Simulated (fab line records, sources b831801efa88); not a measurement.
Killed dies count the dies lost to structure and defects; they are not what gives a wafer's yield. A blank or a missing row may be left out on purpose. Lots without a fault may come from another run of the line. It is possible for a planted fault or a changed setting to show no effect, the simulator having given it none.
fab line records	flow sky130
[record] lots = 7	wafers = 21	lastDay = 50
route steps=708 shown LDD_N@241 LDD_P@255 LDD_HVN@267 LDD_HVP@278 PAD_OPEN@708
lots untouched by any fault: they come from a run of this same line in which no faults occurred
startH: hours from the record's first day to the start of the lot's first wafer shown	waitH: hours elapsed since this lot's preceding step	" unchanged from the row above	L1.1+2: several wafers, shown together as one row	- no value, or no start given	* or withheld: withheld	< > ~ a bound
route shown NAME@n: a module of which the file shows steps, and the number in the route of the first	usual: mean/standard deviation taken from wafers without a fault	same: alike in all rows	chamber/n: place in a boat	sites: readings site by site	_std_site: standard deviation of those values	_edge_site: inner sites' mean taken away from outer sites' mean	radiusMm: how far each site lies from the wafer's centre	mask NAME#n: copy n	behind: the tool/chamber that last shaped the wafer	hold: why the lot went on hold/how many hours it stayed there/how the hold came to an end	device: whichever transistor did not switch (one of n, p or np)	end of line: the same wafers' tests at the end of the route	for a step that has no rows: nothing shown but its recipe	killed: the dies lost at the first sort to structure and to defects; this is not the yield of the wafer	map: dies across one wafer; x = killed, . = not, _ = none there
set.NAME: setting as actually run; set.NAME@STEP: the setting as run at that earlier step	model.NAME: the simulator's own value behind a step, which no gauge read
lots at selected steps of the route; one table per step, one row per wafer
services: a tool's chamber out of use, with start hour (startH, from the record's first day; less than 0 if before it), hours out, and reason
[[steps]]
[step SKY_LDD_N_EXPOSE_04]
[recipe] maskId = NTM	targetCdNm = 840	na = 0.6	sourceShape = conventional	sigmaOuter = 0.6	doseMj = 110
[step SKY_LDD_N_PEB_05]
[recipe] tempC = withheld	timeS = *	resist = NOVOLAK
[step SKY_LDD_N_DEVELOP_06]
[recipe] developTimeS = 60	devTempC = 23
[step SKY_LDD_N_OVL_MEAS_07]
[usual] LDD_N_OVL = -0.2/1.5
lot.wafer	tool	chamber	startH	waitH	LDD_N_OVL[nm]
L200.1	overlay-02	-	479.69	0.1	1.7
L200.3	"	-	"	"	1.6
L200.6	"	-	"	"	1.3
L201.2	overlay-02	-	485.54	0.1	-0.6
L201.4	"	-	"	"	0.5
L201.6	"	-	"	"	-0.9
L203.1	overlay-01	-	500.44	0.1	1.5
L203.4	"	-	"	"	-1.5
L203.5	"	-	"	"	-1.2
L206.1	overlay-01	-	531.59	0.1	-0.5
L206.3	"	-	"	"	1.4
L206.5	"	-	"	"	-0.5
L212.4	overlay-02	-	582.59	0.1	-0.6
L212.5	"	-	"	"	-1.0
L212.6	"	-	"	"	-1.3
L213.1	overlay-01	-	590.24	0.1	2.2
L213.2	"	-	"	"	0.8
L213.3	"	-	"	"	-0.3
L215.3	overlay-01	-	603.89	0.1	0.8
L215.4	"	-	"	"	1.7
L215.5	"	-	"	"	1.0
[step SKY_LDD_N_IMPLANT_08]
[recipe] species = As	energyKev = 20	doseCm2 = 7.5e+13	tiltDeg = withheld	rotationDeg = 23
[step SKY_LDD_N_IMPLANT_09]
[recipe] species = As	energyKev = 20	doseCm2 = 7.5e+13	tiltDeg = withheld	rotationDeg = 113
[step SKY_LDD_N_IMPLANT_10]
[recipe] species = As	energyKev = 20	doseCm2 = 7.5e+13	tiltDeg = withheld	rotationDeg = 203
[step SKY_LDD_N_IMPLANT_11]
[recipe] species = As	energyKev = 20	doseCm2 = 7.5e+13	tiltDeg = withheld	rotationDeg = 293
[step SKY_LDD_N_IMPLANT_12]
[recipe] species = BF2	energyKev = 50	doseCm2 = 5e+12	tiltDeg = 30	rotationDeg = 0
[step SKY_LDD_N_IMPLANT_13]
[recipe] species = BF2	energyKev = 50	doseCm2 = 5e+12	tiltDeg = 30	rotationDeg = 90
[step SKY_LDD_N_IMPLANT_14]
[recipe] species = BF2	energyKev = 50	doseCm2 = 5e+12	tiltDeg = 30	rotationDeg = 180
[step SKY_LDD_N_IMPLANT_15]
[recipe] species = BF2	energyKev = 50	doseCm2 = 5e+12	tiltDeg = 30	rotationDeg = 270
[step SKY_LDD_N_STRIP_16]
[recipe] chemistry = O2/N2	powerW = 1400	pressureMtorr = 1500	platenTempC = withheld	o2FlowSccm = 3000	n2FlowSccm = 300	overashFraction = 0.5
[usual] drypumpMotorCurrentA = 5.8/0.51	oesProductAu = 0.407/0.0046	stripTimeToEndpointS = 4.315/0.015
lot.wafer	tool	chamber	startH	waitH	drypumpMotorCurrentA	oesProductAu	rfHoursCounterH	stripTimeToEndpointS
L200.1	plasmaAsher-01	1	480.92	0.1	6.0	0.400	67	4.307
L200.3	"	1	"	"	5.9	0.408	-	4.308
L200.6	"	0	"	"	6.2	0.400	-	4.303
L201.2	plasmaAsher-01	0	486.77	0.1	6.1	0.403	67	4.304
L201.4	"	0	"	"	6.1	0.408	-	4.314
L201.6	"	1	"	"	5.9	0.410	-	4.299
L203.1	plasmaAsher-01	0	501.68	0.1	6.1	0.395	69	4.332
L203.4	"	1	"	"	5.9	0.400	-	4.326
L203.5	"	1	"	"	6.0	0.410	-	4.361
L206.1	plasmaAsher-02	0	532.82	0.1	6.4	0.406	85	4.329
L206.3	"	1	"	"	5.0	0.404	-	4.326
L206.5	"	0	"	"	6.4	0.415	-	4.326
L212.4	plasmaAsher-01	0	583.85	0.1	6.1	0.402	-	4.335
L212.5	"	1	"	"	6.0	0.409	-	4.311
L212.6	"	0	"	"	6.1	0.405	-	4.330
L213.1	plasmaAsher-02	0	591.47	0.1	6.4	0.402	90	4.299
L213.2	"	1	"	"	5.1	0.405	90	4.329
L213.3	"	0	"	"	6.4	0.410	-	4.343
L215.3	plasmaAsher-01	1	605.15	0.1	5.9	0.419	-	4.322
L215.4	"	0	"	"	6.2	0.403	-	4.311
L215.5	"	0	"	"	6.1	0.412	-	4.331
[step SKY_LDD_N_TW_MEAS_17]
[usual] LDD_N_TW = 2573/23
lot.wafer	tool	chamber	startH	waitH	LDD_N_TW
L200.1	filmMetro-02	-	481.02	0.1	2581
L200.3	"	-	"	"	2563
L200.6	"	-	"	"	2568
L201.2	filmMetro-01	-	486.88	0.1	2573
L201.4	"	-	"	"	2585
L201.6	"	-	"	"	2586
L203.1	filmMetro-01	-	501.78	0.1	2588
L203.4	"	-	"	"	2592
L203.5	"	-	"	"	2583
L206.1	filmMetro-04	-	532.92	0.1	2574
L206.3	"	-	"	"	2570
L206.5	"	-	"	"	2551
L212.4	filmMetro-04	-	583.94	0.1	2562
L212.5	"	-	"	"	2558
L212.6	"	-	"	"	2555
L213.1	filmMetro-04	-	591.57	0.1	2557
L213.2	"	-	"	"	2554
L213.3	"	-	"	"	2553
L215.3	filmMetro-04	-	605.23	0.1	2561
L215.4	"	-	"	"	2565
L215.5	"	-	"	"	2563
[step SKY_LDD_P_DEHYDRATE_00]
[recipe] tempC = 200	timeS = 60
[step SKY_LDD_P_HMDS_01]
[recipe] primeTimeS = 60	primeTempC = 120
[step SKY_LDD_P_COAT_02]
[recipe] resist = NOVOLAK	spinRpm = 3000	resistThkNm = 1140
[step SKY_LDD_P_SOFTBAKE_03]
[recipe] tempC = 90	timeS = 60	resist = NOVOLAK
[step SKY_LDD_P_EXPOSE_04]
[recipe] maskId = PSDM	na = 0.6	sourceShape = conventional	sigmaOuter = 0.6	polarization = unpolarized	targetCdNm = 380	doseMj = 138
[step SKY_LDD_P_PEB_05]
[recipe] tempC = withheld	timeS = *	resist = NOVOLAK
[step SKY_LDD_P_DEVELOP_06]
[recipe] resist = NOVOLAK	developer = TMAH	developTimeS = 60	devTempC = 23
[step SKY_LDD_P_CD_MEAS_07]
[recipe] targetCdNm = 380
[usual] cdNm = 380.6/2.6
lot.wafer	tool	chamber	startH	waitH	cdNm
L200.1	cdSem-02	-	511.78	0.1	380.9
L200.3	"	-	"	"	381.4
L200.6	"	-	"	"	381.9
L201.2	cdSem-01	-	517.04	0.1	388.4
L201.4	"	-	"	"	384.2
L201.6	"	-	"	"	386.6
L203.1	cdSem-02	-	532.17	0.1	379.3
L203.4	"	-	"	"	379.6
L203.5	"	-	"	"	382.3
L206.1	cdSem-02	-	562.58	0.1	385.4
L206.3	"	-	"	"	384.1
L206.5	"	-	"	"	384.6
L212.4	cdSem-01	-	612.93	0.1	383.5
L212.5	"	-	"	"	379.9
L212.6	"	-	"	"	383.4
L213.1	cdSem-02	-	620.87	0.1	383.7
L213.2	"	-	"	"	385.0
L213.3	"	-	"	"	382.9
L215.3	cdSem-02	-	633.86	0.1	379.3
L215.4	"	-	"	"	382.6
L215.5	"	-	"	"	380.8
[step SKY_LDD_P_OVL_MEAS_08]
[usual] LDD_P_OVL = 0.7/1.4
lot.wafer	tool	chamber	startH	waitH	LDD_P_OVL[nm]
L200.1	overlay-02	-	511.90	0.1	-0.7
L200.3	"	-	"	"	1.0
L200.6	"	-	"	"	1.4
L201.2	overlay-01	-	517.15	0.1	1.4
L201.4	"	-	"	"	1.1
L201.6	"	-	"	"	2.9
L203.1	overlay-02	-	532.29	0.1	0.2
L203.4	"	-	"	"	-0.3
L203.5	"	-	"	"	0.5
L206.1	overlay-02	-	562.70	0.1	0.5
L206.3	"	-	"	"	1.6
L206.5	"	-	"	"	1.2
L212.4	overlay-01	-	613.01	0.1	1.4
L212.5	"	-	"	"	0.5
L212.6	"	-	"	"	-0.2
L213.1	overlay-01	-	620.99	0.1	-0.5
L213.2	"	-	"	"	0.4
L213.3	"	-	"	"	-1.2
L215.3	overlay-02	-	633.95	0.1	-0.3
L215.4	"	-	"	"	0.3
L215.5	"	-	"	"	0.0
[step SKY_LDD_P_IMPLANT_09]
[recipe] species = BF2	energyKev = 25	doseCm2 = 1e+13	tiltDeg = withheld
[step SKY_LDD_P_STRIP_10]
[recipe] chemistry = O2/N2	powerW = 1400	pressureMtorr = 1500	platenTempC = withheld	o2FlowSccm = 3000	n2FlowSccm = 300	overashFraction = 0.5
[usual] drypumpMotorCurrentA = 6.0/0.38	oesProductAu = 0.715/0.0044	stripTimeToEndpointS = 14.20/0.04
lot.wafer	tool	chamber	startH	waitH	drypumpMotorCurrentA	oesProductAu	rfHoursCounterH	stripTimeToEndpointS
L200.1	plasmaAsher-02	1	512.08	0.1	5.1	0.712	82	14.21
L200.3	"	0	"	"	6.4	0.717	-	14.25
L200.6	"	1	"	"	5.1	0.719	-	14.24
L201.2	plasmaAsher-04	1	517.33	0.1	6.2	0.716	39	14.19
L201.4	"	0	"	"	6.1	0.712	-	14.27
L201.6	"	1	"	"	6.3	0.712	-	14.19
L203.1	plasmaAsher-02	0	532.48	0.1	6.4	0.707	84	14.29
L203.4	"	0	"	"	6.4	0.713	-	14.30
L203.5	"	1	"	"	5.1	0.712	-	14.26
L206.1	plasmaAsher-01	1	562.92	0.1	5.9	0.723	75	14.16
L206.3	"	0	"	"	6.1	0.721	-	14.18
L206.5	"	1	"	"	5.9	0.711	-	14.20
L212.4	plasmaAsher-04	1	613.21	0.1	6.2	0.718	-	14.12
L212.5	"	1	"	"	6.2	0.715	-	14.16
L212.6	"	0	"	"	6.2	0.708	-	14.17
L213.1	plasmaAsher-02	0	621.18	0.1	6.4	0.716	92	14.19
L213.2	"	1	"	"	5.1	0.716	92	14.20
L213.3	"	1	"	"	5.1	0.717	-	14.20
L215.3	plasmaAsher-02	0	634.16	0.1	6.4	0.719	-	14.20
L215.4	"	1	"	"	5.1	0.711	-	14.14
L215.5	"	0	"	"	6.4	0.715	-	14.20
[step SKY_LDD_P_TW_MEAS_11]
[usual] LDD_P_TW = 635/3.5
lot.wafer	tool	chamber	startH	waitH	LDD_P_TW
L200.1	filmMetro-02	-	512.18	0.1	631
L200.3	"	-	"	"	631
L200.6	"	-	"	"	631
L201.2	filmMetro-03	-	517.44	0.1	639
L201.4	"	-	"	"	635
L201.6	"	-	"	"	639
L203.1	filmMetro-02	-	532.58	0.1	629
L203.4	"	-	"	"	627
L203.5	"	-	"	"	627
L206.1	filmMetro-03	-	563.04	0.1	638
L206.3	"	-	"	"	636
L206.5	"	-	"	"	638
L212.4	filmMetro-03	-	613.31	0.1	633
L212.5	"	-	"	"	637
L212.6	"	-	"	"	634
L213.1	filmMetro-01	-	621.28	0.1	637
L213.2	"	-	"	"	636
L213.3	"	-	"	"	633
L215.3	filmMetro-01	-	634.25	0.1	637
L215.4	"	-	"	"	638
L215.5	"	-	"	"	637
[step SKY_LDD_HVN_DEHYDRATE_00]
[recipe] tempC = 200	timeS = 60
[step SKY_LDD_HVN_HMDS_01]
[recipe] primeTimeS = 60	primeTempC = 120
[step SKY_LDD_HVN_COAT_02]
[recipe] resist = NOVOLAK	spinRpm = 3000	resistThkNm = 300
[step SKY_LDD_HVN_SOFTBAKE_03]
[recipe] tempC = 90	timeS = 60	resist = NOVOLAK
[step SKY_LDD_HVN_EXPOSE_04]
[recipe] maskId = HVNTM	na = 0.6	sourceShape = conventional	sigmaOuter = 0.6	polarization = unpolarized	targetCdNm = 700	doseMj = 127
[step SKY_LDD_HVN_PEB_05]
[recipe] tempC = withheld	timeS = *	resist = NOVOLAK
[step SKY_LDD_HVN_DEVELOP_06]
[recipe] resist = NOVOLAK	developer = TMAH	developTimeS = 60	devTempC = 23
[step SKY_LDD_HVN_OVL_MEAS_07]
[usual] LDD_HVN_OVL = -0.1/1.2
lot.wafer	tool	chamber	startH	waitH	LDD_HVN_OVL[nm]
L200.1	overlay-01	-	541.79	0.1	0.2
L200.3	"	-	"	"	1.3
L200.6	"	-	"	"	0.1
L201.2	overlay-02	-	546.93	0.1	-0.4
L201.4	"	-	"	"	0.8
L201.6	"	-	"	"	0.4
L203.1	overlay-02	-	562.09	0.1	1.9
L203.4	"	-	"	"	-0.5
L203.5	"	-	"	"	0.0
L206.1	overlay-02	-	592.42	0.1	-0.2
L206.3	"	-	"	"	-1.3
L206.5	"	-	"	"	-1.2
L212.4	overlay-01	-	642.14	0.1	-0.6
L212.5	"	-	"	"	0.4
L212.6	"	-	"	"	-1.0
L213.1	overlay-02	-	649.69	0.1	-2.8
L213.2	"	-	"	"	-4.0
L213.3	"	-	"	"	-2.0
L215.3	overlay-02	-	662.31	0.1	1.0
L215.4	"	-	"	"	-0.1
L215.5	"	-	"	"	-1.2
[step SKY_LDD_HVN_IMPLANT_08]
[recipe] species = P	energyKev = 60	doseCm2 = 3e+13	tiltDeg = 40
[step SKY_LDD_HVN_STRIP_09]
[recipe] chemistry = O2/N2	powerW = 1400	pressureMtorr = 1500	platenTempC = withheld	o2FlowSccm = 3000	n2FlowSccm = 300	overashFraction = 0.5
[usual] drypumpMotorCurrentA = 6.04/0.18	oesProductAu = 0.408/0.0041	stripTimeToEndpointS = 4.138/0.015
lot.wafer	tool	chamber	startH	waitH	drypumpMotorCurrentA	oesProductAu	rfHoursCounterH	stripTimeToEndpointS
L200.1	plasmaAsher-01	1	541.98	0.1	5.96	0.410	73	4.143
L200.3	"	1	"	"	5.97	0.411	-	4.155
L200.6	"	0	"	"	6.15	0.414	-	4.168
L201.2	plasmaAsher-04	0	547.11	0.1	6.14	0.414	42	4.149
L201.4	"	1	"	"	6.25	0.410	-	4.137
L201.6	"	1	"	"	6.25	0.408	-	4.161
L203.1	plasmaAsher-04	0	562.44	0.1	6.16	0.408	43	4.141
L203.4	"	0	"	"	6.15	0.400	-	4.131
L203.5	"	0	"	"	6.17	0.407	-	4.109
L206.1	plasmaAsher-04	1	592.61	0.1	6.24	0.411	47	4.147
L206.3	"	0	"	"	6.14	0.414	-	4.153
L206.5	"	1	"	"	6.25	0.404	-	4.141
L212.4	plasmaAsher-04	1	642.34	0.1	6.24	0.403	-	4.130
L212.5	"	0	"	"	6.15	0.407	-	4.137
L212.6	"	1	"	"	6.25	0.409	-	4.150
L213.1	plasmaAsher-01	0	649.87	0.1	6.14	0.411	84	4.160
L213.2	"	1	"	"	5.96	0.413	84	4.150
L213.3	"	1	"	"	5.96	0.406	-	4.146
L215.3	plasmaAsher-01	1	662.51	0.1	5.98	0.403	-	4.134
L215.4	"	0	"	"	6.14	0.412	-	4.155
L215.5	"	1	"	"	5.93	0.411	-	4.139
[step SKY_LDD_HVN_TW_MEAS_10]
[usual] LDD_HVN_TW = 1430/8.5
lot.wafer	tool	chamber	startH	waitH	LDD_HVN_TW
L200.1	filmMetro-03	-	542.08	0.1	1446
L200.3	"	-	"	"	1436
L200.6	"	-	"	"	1433
L201.2	filmMetro-03	-	547.22	0.1	1444
L201.4	"	-	"	"	1443
L201.6	"	-	"	"	1437
L203.1	filmMetro-02	-	562.54	0.1	1427
L203.4	"	-	"	"	1433
L203.5	"	-	"	"	1432
L206.1	filmMetro-03	-	592.71	0.1	1431
L206.3	"	-	"	"	1436
L206.5	"	-	"	"	1431
L212.4	filmMetro-02	-	642.44	0.1	1426
L212.5	"	-	"	"	1426
L212.6	"	-	"	"	1426
L213.1	filmMetro-02	-	649.97	0.1	1423
L213.2	"	-	"	"	1417
L213.3	"	-	"	"	1430
L215.3	filmMetro-02	-	662.60	0.1	1428
L215.4	"	-	"	"	1427
L215.5	"	-	"	"	1431
[step SKY_LDD_HVP_DEHYDRATE_00]
[recipe] tempC = 200	timeS = 60
[step SKY_LDD_HVP_HMDS_01]
[recipe] primeTimeS = 60	primeTempC = 120
[step SKY_LDD_HVP_COAT_02]
[recipe] resist = NOVOLAK	spinRpm = 3000	resistThkNm = 300
[step SKY_LDD_HVP_SOFTBAKE_03]
[recipe] tempC = 90	timeS = 60	resist = NOVOLAK
[step SKY_LDD_HVP_EXPOSE_04]
[recipe] maskId = HVPTM	na = 0.6	sourceShape = conventional	sigmaOuter = 0.6	polarization = unpolarized	targetCdNm = 700	doseMj = 86
[step SKY_PAD_OPEN_PROBE_99]
[usual] killed_at_M0_to_M3 = 43/6.7	killed_at_M4_up = 3.2/1.8	killedAtContacts = 24/4.8	killedAtFrontEnd = 16/4.2	killedAtOther = 0.3/0.56	killedDies = 86/8.5	killedOpen = 47/6.7	killedShort = 39/6
[same] grossDies = 492	killedAtBackSide = 0
lot.wafer	tool	chamber	startH	waitH	killed_at_M0_to_M3	killed_at_M4_up	killedAtContacts	killedAtFrontEnd	killedAtOther	killedDies	killedOpen	killedShort
L200.1	prober-01	-	1126.85	0.1	45	1	18	69	0	133	38	37
L200.3	prober-01	-	1126.95	0.2	42	5	21	66	0	134	44	31
L200.6	prober-01	-	1127.10	0.2	49	10	20	33	0	112	53	34
L201.2	prober-02	-	1127.85	0.1	49	5	25	37	0	116	51	41
L201.4	prober-02	-	1127.95	0.2	39	3	24	32	1	99	44	32
L201.6	prober-02	-	1128.05	0.2	47	2	27	63	0	139	54	28
L203.1	prober-02	-	1138.45	0.1	37	4	33	44	0	118	55	36
L203.4	prober-02	-	1138.60	0.2	43	3	23	70	1	140	47	40
L203.5	prober-02	-	1138.65	0.2	36	3	31	71	0	141	53	31
L206.1	prober-01	-	1159.06	0.1	43	5	15	13	0	76	35	41
L206.3	prober-01	-	1159.16	0.2	29	2	32	13	0	76	43	33
L206.5	prober-01	-	1159.26	0.2	38	2	26	16	0	82	48	34
L212.4	prober-01	-	1191.06	0.2	58	4	22	12	0	96	56	40
L212.5	prober-01	-	1191.11	0.2	44	3	20	13	0	80	42	38
L212.6	prober-01	-	1191.16	0.2	43	2	24	25	0	94	51	42
L213.1	prober-02	-	1192.92	0.1	49	4	23	20	0	96	53	43
L213.2	prober-02	-	1192.97	0.1	45	1	23	13	1	83	44	39
L213.3	prober-02	-	1193.02	0.2	50	2	21	22	0	95	50	45
L215.3	prober-02	-	1197.93	0.2	42	4	20	17	0	83	51	31
L215.4	prober-02	-	1197.98	0.2	45	6	24	25	0	100	52	47
L215.5	prober-02	-	1198.03	0.2	42	3	24	14	0	83	43	39
// killed by level:class
L200.1 LDD_N:unspecified=58 VIA1:geometricParticle:open=10 CONTACT:geometricParticle:open=8 VIA1:geometricParticle:short=8 METAL1:geometricParticle:short=7 METAL2:geometricParticle:short=5 LI_CONTACT:geometricParticle:short=4 POLY_GATE:geometricParticle:open=3
L200.3 LDD_N:unspecified=59 VIA1:geometricParticle:open=9 VIA3:geometricParticle:open=7 CONTACT:geometricParticle:open=7 VIA2:geometricParticle:open=7 LI_CONTACT:geometricParticle:open=6 VIA1:geometricParticle:short=6 METAL1:geometricParticle:short=4
L200.6 LDD_N:unspecified=25 VIA3:geometricParticle:open=15 VIA1:geometricParticle:open=12 CONTACT:geometricParticle:open=10 METAL4:geometricParticle:short=9 LI_CONTACT:geometricParticle:open=5 VIA2:geometricParticle:open=5 METAL2:geometricParticle:short=4
L201.2 LDD_N:unspecified=24 CONTACT:geometricParticle:open=11 VIA1:geometricParticle:open=10 METAL1:geometricParticle:short=7 VIA3:geometricParticle:open=7 METAL2:geometricParticle:short=6 FIELD_ISO:geometricParticle:open=5 LOCAL_INTERCONNECT:geometricParticle:short=5
L201.4 LDD_N:unspecified=23 LI_CONTACT:geometricParticle:open=9 VIA1:geometricParticle:open=8 VIA3:geometricParticle:open=7 LOCAL_INTERCONNECT:geometricParticle:short=5 CONTACT:geometricParticle:open=5 VIA2:geometricParticle:open=5 VIA1:geometricParticle:short=5
L201.6 LDD_N:unspecified=56 CONTACT:geometricParticle:open=11 VIA1:geometricParticle:open=11 LI_CONTACT:geometricParticle:open=10 VIA2:geometricParticle:open=9 VIA3:geometricParticle:open=7 VIA1:geometricParticle:short=4 METAL3:geometricParticle:short=4
L203.1 LDD_N:unspecified=26 CONTACT:geometricParticle:open=16 LI_CONTACT:geometricParticle:open=9 VIA2:geometricParticle:open=8 POLY_GATE:geometricParticle:short=5 VIA1:geometricParticle:open=5 METAL1:geometricParticle:short=5 METAL2:geometricParticle:short=5
L203.4 LDD_N:unspecified=52 VIA1:geometricParticle:open=13 METAL1:geometricParticle:short=9 CONTACT:geometricParticle:open=7 LI_CONTACT:geometricParticle:open=5 POLY_GATE:geometricParticle:short=5 METAL2:geometricParticle:short=5 VIA2:geometricParticle:open=5
L203.5 LDD_N:unspecified=57 CONTACT:geometricParticle:open=12 LI_CONTACT:geometricParticle:open=9 VIA1:geometricParticle:open=7 POLY_GATE:geometricParticle:open=7 CONTACT:geometricParticle:short=7 VIA3:geometricParticle:open=7 METAL2:geometricParticle:short=6
L206.1 VIA1:geometricParticle:open=9 METAL1:geometricParticle:short=6 FIELD_ISO:geometricParticle:short=5 METAL2:geometricParticle:short=5 LI_CONTACT:geometricParticle:open=5 VIA2:geometricParticle:short=5 CONTACT:geometricParticle:open=4 CONTACT:geometricParticle:short=4
L206.3 CONTACT:geometricParticle:short=8 FIELD_ISO:geometricParticle:open=7 LI_CONTACT:geometricParticle:open=7 CONTACT:geometricParticle:open=7 VIA1:geometricParticle:open=6 LOCAL_INTERCONNECT:geometricParticle:short=5 LI_CONTACT:geometricParticle:short=4 VIA3:geometricParticle:open=4
L206.5 VIA1:geometricParticle:open=9 CONTACT:geometricParticle:open=7 LI_CONTACT:geometricParticle:open=6 CONTACT:geometricParticle:short=6 VIA3:geometricParticle:open=6 FIELD_ISO:geometricParticle:open=5 POLY_GATE:geometricParticle:open=5 VIA2:geometricParticle:open=5
L212.4 VIA1:geometricParticle:open=14 VIA2:geometricParticle:open=12 VIA1:geometricParticle:short=10 LI_CONTACT:geometricParticle:open=7 VIA3:geometricParticle:open=6 POLY_GATE:geometricParticle:short=5 LOCAL_INTERCONNECT:geometricParticle:short=5 CONTACT:geometricParticle:open=5
L212.5 VIA1:geometricParticle:open=12 CONTACT:geometricParticle:open=8 VIA2:geometricParticle:open=7 FIELD_ISO:geometricParticle:open=5 METAL2:geometricParticle:short=5 VIA2:geometricParticle:short=5 LI_CONTACT:geometricParticle:open=4 FIELD_ISO:geometricParticle:short=3
L212.6 VIA1:geometricParticle:open=12 FIELD_ISO:geometricParticle:short=7 POLY_GATE:geometricParticle:open=7 POLY_GATE:geometricParticle:short=7 VIA3:geometricParticle:open=7 VIA2:geometricParticle:open=6 LOCAL_INTERCONNECT:geometricParticle:short=6 VIA1:geometricParticle:short=6
L213.1 VIA1:geometricParticle:open=11 VIA1:geometricParticle:short=9 CONTACT:geometricParticle:open=9 POLY_GATE:geometricParticle:open=6 VIA3:geometricParticle:open=6 VIA3:geometricParticle:short=5 LOCAL_INTERCONNECT:geometricParticle:short=5 METAL1:geometricParticle:short=5
L213.2 VIA1:geometricParticle:open=12 CONTACT:geometricParticle:open=8 FIELD_ISO:geometricParticle:short=6 VIA3:geometricParticle:open=6 LI_CONTACT:geometricParticle:open=5 VIA1:geometricParticle:short=5 CONTACT:geometricParticle:short=4 METAL2:geometricParticle:short=4
L213.3 VIA3:geometricParticle:open=11 CONTACT:geometricParticle:open=9 VIA1:geometricParticle:open=7 FIELD_ISO:geometricParticle:open=6 POLY_GATE:geometricParticle:short=6 LOCAL_INTERCONNECT:geometricParticle:short=6 VIA1:geometricParticle:short=6 METAL2:geometricParticle:short=6
L215.3 CONTACT:geometricParticle:open=10 VIA1:geometricParticle:open=9 VIA2:geometricParticle:open=8 VIA3:geometricParticle:open=7 FIELD_ISO:geometricParticle:short=5 VIA3:geometricParticle:short=5 VIA2:geometricParticle:short=4 LI_CONTACT:geometricParticle:open=4
L215.4 CONTACT:geometricParticle:open=9 VIA1:geometricParticle:open=9 VIA2:geometricParticle:open=8 FIELD_ISO:geometricParticle:short=7 LOCAL_INTERCONNECT:geometricParticle:short=7 VIA1:geometricParticle:short=7 LI_CONTACT:geometricParticle:open=6 METAL4:geometricParticle:short=5
L215.5 CONTACT:geometricParticle:open=10 VIA2:geometricParticle:open=7 VIA1:geometricParticle:open=7 METAL3:geometricParticle:short=7 LI_CONTACT:geometricParticle:open=5 FIELD_ISO:geometricParticle:short=4 CONTACT:geometricParticle:short=4 METAL1:geometricParticle:short=4
// map L200.3 (x killed, . not)
__________xxxx......_________
________xx..x........x_______
______................x._____
_____..x...x.....x.......____
____.....x........x.......___
___.x.x.x......x...........__
__...xxxx.................x._
_xxxxxxxxxx........x......x..
_xxxxxxxxx................xx.
_xxxxxxxxxx.x..............x.
_xxxxxxxxxx.x.....x...x......
_.xxxxxxxxx....x.....x.......
_x.xxxxxxx.....x.x....x.....x
_.xx....x.............x..x...
_..x.xx...x...x....xx.xx.....
__.........x...x....x....x.._
___x..x......xx.x...x......__
____.x...x.x...x..........___
_____......x.....x.......____
______......x....xxx..x._____
________....x.....x..._______
__________.x...xx..._________
// map L201.6 (x killed, . not)
__________.x.......x_________
________x.......x...x._______
______...x.........x...._____
_____..x..x..xx..........____
____................x.....___
___...xx....x.....x........__
__xx.xx...x.............xx.x_
_.xxxxxxxx......x..x.........
_xxxxxxxxx....x...x.x....x..x
_xxxxxxxxx....xx.x........x..
_xxxxxxxx.x...xxx............
_xxxxxxx.x....x...x...x......
_xxxxxxxx..x.......x....x....
_...x.x.x..........x.......x.
_...xx...x..........x..xx....
__.x......x....x.......x...x_
___.x.....x.....xx..x.x....__
____.x.x.xx......xx.x..x..___
_____....x.......xx...x..____
______...x....x.xx....x._____
________....x.x......._______
__________.x.x...x.._________
[[services]]
tool	chamber	startH	hours	kind
plasmaAsher-04	-	549.07	2.0	repair
plasmaAsher-01	-	567.07	2.4	repair
plasmaAsher-02	-	600.68	8.6	repair
plasmaAsher-01	-	621.18	0.3	repair
plasmaAsher-04	-	648.35	5.8	pm
plasmaAsher-04	-	655.40	1.8	repair
[[key]]
[firstSign] step = SKY_PAD_OPEN_PROBE_99	reading = killedAtFrontEnd	direction = up	sigmas = 9.2	usual = 16	struck = 54
[effect] step = SKY_PAD_OPEN_PROBE_99	reading = killedDies	direction = up	sigmas = 4.6	usual = 86	struck = 126
metAt SKY_LDD_N_STRIP_16
struckWafers L200.1,L200.3,L200.6,L201.2,L201.4,L201.6,L203.1,L203.4,L203.5
testerLeftOut L200,L201,L203
[fault] kind = chamberParticleSource	tool = plasmaAsher-01	chamber = -	onsetH = 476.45	steps = SKY_LDD_N_STRIP_16	ratePerVisitCm2 = 1.1507	endH = 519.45
// testerLeftOut: of these lots the tester's yield and bins aren't shown, on N5 and GAA mostly nor the transistor test; their killed dies are dies lost to structure and defects alone, not to doping, threshold or leakage, so they don't give the yield
